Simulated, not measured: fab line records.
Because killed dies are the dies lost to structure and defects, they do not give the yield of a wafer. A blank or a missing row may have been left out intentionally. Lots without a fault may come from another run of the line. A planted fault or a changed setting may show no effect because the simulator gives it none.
Struck lot and sound lot, side by side + flow sfqLine + 14 steps out of a route of 325
Sound: the wafers L817.1, L817.3, L817.5. Wafers struck: L831.2, L831.3, L831.4. The cause is given at the end.
At each step with rows: each side's tool, then ch and its chambers, then its first start. Under that, the readings that differ: sound wafers + struck wafers + difference of the means + sigmas: that difference in standard deviations of wafers without a fault.
alike: a reading whose means differ by less than 2 such deviations, as well as words and numbers matching on both sides. not compared: withheld readings; readings where some wafer has no value; bounds like >300 that might hide an equal value; numbers whose values overlap and for which the record gives no deviation.
Wherever a step has rows on one side only, a row that says differs or no value, or a row with sigmas, the two part there. Numbers that don't overlap but have no deviation are shown without sigmas and don't part them. A reading missing from all wafers of one side parts the sides only when that side holds two or more wafers.

SFQ_TRILAYER_M2_BARC_OPEN_METAL_ETCH_077: etches BARC in O2, target depth 125 nm, time 41.7 s.
  sound on rieMetal-03 ch 0,1, day 38 22:27; struck on rieMetal-04 ch 0, day 45 02:55
  alike: drypumpMotorCurrentA, oesProductAu
  not compared: rfHoursCounterH
SFQ_TRILAYER_M2_ETCH_METAL_ETCH_060: etches Nb in Cl2/Ar, stops on SiO2, target depth 240 nm, time 120 s.
  sound on rieMetal-03 ch 0,1, day 38 22:31; struck on rieMetal-04 ch 0, day 45 03:04
  alike: drypumpMotorCurrentA, oesProductAu
  not compared: rfHoursCounterH
SFQ_TRILAYER_M2_STRIP_STRIP_061: strips in O2.
  sound on rieMetal-03 ch 0,1, day 38 22:38; struck on rieMetal-04 ch 0, day 45 03:28
| reading                  | sound       | struck      | difference | sigmas |
|--------------------------|-------------|-------------|------------|--------|
| drypumpMotorCurrentA (A) | 5.2 6.0 6.0 | 6.7 6.7 6.7 | +1.0       | +2     |
  alike: oesProductAu
  not compared: rfHoursCounterH
then, 1 step without rows for these wafers: SFQ_TRILAYER_M2_STRIP_SOLV_CLEAN_062 (cleans in NMP, time 600 s).
SFQ_TRILAYER_I2_DEP_PECVD_063: deposits SiO2 from SiH4/N2O, time 111.11 s, target thk 500 nm.
  sound on pecvd-02 ch 1,2, day 38 23:25; struck on pecvd-02 ch 1,2, day 45 04:39
  alike: heaterPowerW, showerheadVppV, throttleValvePct
  not compared: sinceWetCleanH
SFQ_TRILAYER_I2_CMP_CMP_064: polishes SiO2.
  sound on cmp-01 ch 0,3, day 39 02:28; struck on cmp-02 ch 0,2,3, day 45 06:21
  alike: motorCurrentA, slurryFlowMlMin, timeToEndpointS
SFQ_I2_BOW_MEAS_917:
  sound: filmMetro-03 at day 39 05:28; struck: filmMetro-01 at day 45 08:52
  alike: I2_BOW
then, 5 steps without rows for these wafers: SFQ_TRILAYER_I2_METRO_MEASURE_065; SFQ_TRILAYER_I2_VIA_LITHO_COAT_072 (resist thk 62 nm); SFQ_TRILAYER_I2_VIA_LITHO_COAT_067 (resist thk 650 nm); SFQ_TRILAYER_I2_VIA_LITHO_SOFTBAKE_071; SFQ_TRILAYER_I2_VIA_LITHO_EXPOSE_068 (exposes mask I2, target cd 500 nm).
-- the record jumps here: 6 days lie between the struck wafers' starts before and after --
SFQ_TRILAYER_I2_VIA_LITHO_PEB_070: peb time 60 s.
  sound on lithoTrack-04 ch 0, day 45 14:34; struck on lithoTrack-04 ch 0, day 51 10:34
| reading               | sound                | struck               | difference | sigmas |
|-----------------------|----------------------|----------------------|------------|--------|
| heaterPowerTotalW (W) | 79.19 79.15 79.19    | 77.60 77.54 77.56    | -1.61      | -25    |
| plateTempC (C)        | 114.82 114.96 114.96 | 113.39 113.38 113.21 | -1.59      | -11    |
then, 1 step without rows for these wafers: SFQ_TRILAYER_I2_VIA_LITHO_DEVELOP_069 (time 60 s).

== WHERE THEY PART ==
At SFQ_TRILAYER_M2_STRIP_STRIP_061 first; at SFQ_TRILAYER_I2_VIA_LITHO_PEB_070 last (within this record only).

WHY: what had been put in by the simulator
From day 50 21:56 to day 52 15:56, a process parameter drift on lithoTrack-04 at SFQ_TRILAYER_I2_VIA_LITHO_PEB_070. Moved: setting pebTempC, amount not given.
